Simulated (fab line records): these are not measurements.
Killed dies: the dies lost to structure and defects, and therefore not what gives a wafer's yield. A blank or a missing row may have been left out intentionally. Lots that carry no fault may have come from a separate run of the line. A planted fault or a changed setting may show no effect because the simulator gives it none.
Which tool did it? -- flow gf180mcu -- 6 lots, 18 wafers sampled, at 3 steps of a route of 602

## WHAT THE GAUGES SHOWED, per wafer
GF_PSD_OVL_MEAS_08.
lot,measured,on,PSD_OVL (nm)
L647,day 14 16:22,overlay-01,1.7 0.5 1.6
L656,day 17 22:58,overlay-01,185.1 185.7 185.5
L658,day 18 13:43,overlay-01,-1.0 -0.5 -1.4
L661,day 19 18:29,overlay-02,-1.4 -1.4 -1.0
L663,day 20 06:13,overlay-01,2.1 0.9 1.8
L666,day 21 11:40,overlay-02,-0.4 0.4 -1.5

## EACH LOT AND THE TOOL THAT RAN IT (in order: tool; ch and the chambers of the sampled wafers; start)
lot,GF_POLY_GATE_ETCH_12,GF_PSD_EXPOSE_04
L647,"rie diel-03 ch 0,3, day 9 15:10","iline stepper-01 ch 0, day 14 06:02"
L656,"rie diel-03 ch 0,3, day 12 06:07","iline stepper-01 ch 0, day 17 11:14"
L658,"rie diel-04 ch 0,2,3, day 12 20:19","iline stepper-02 ch 0, day 18 01:50"
L661,"rie diel-02 ch 0,3, day 13 17:21","iline stepper-02 ch 0, day 19 06:17"
L663,"rie diel-02 ch 2,3, day 14 05:42","iline stepper-02 ch 0, day 19 18:53"
L666,"rie diel-02 ch 1,2,3, day 15 08:31","iline stepper-02 ch 0, day 21 00:18"
- GF_POLY_GATE_ETCH_12: etches BARC in N2/H2.
- GF_PSD_EXPOSE_04: exposes mask Pplus, target cd 400 nm.

## THE ANSWER, worked out from the rows above alone
Rule: usual is defined by the lots themselves. Put in order of their means at a reading, lots are off if they are a third of the lots or fewer, leave a main group of 4 or more, and stand apart from it by a gap of 3 or more times the standard deviation of the main group's means; of several such gaps the widest counts. A main group whose means are all the same, to the digits that the tables above print for the reading, isn't used. Also off: a lot with no number at a reading for which 4 or more lots have one. All remaining lots with rows at the step are treated as sound.
Off: L656, at GF_PSD_OVL_MEAS_08 (PSD_OVL). For the main group the mean is 0.0 nm and the standard deviation 1.2.
A tool fits if, at a process step before that reading, it ran every lot that is off, and no sound lot after the first of them. The gauges at GF_PSD_OVL_MEAS_08 are tried like those tools. This does not decide it: 2 tools fit, namely rie diel-03 at GF_POLY_GATE_ETCH_12 and iline stepper-01 at GF_PSD_EXPOSE_04.

## WHAT THE SIMULATOR HAD INSERTED
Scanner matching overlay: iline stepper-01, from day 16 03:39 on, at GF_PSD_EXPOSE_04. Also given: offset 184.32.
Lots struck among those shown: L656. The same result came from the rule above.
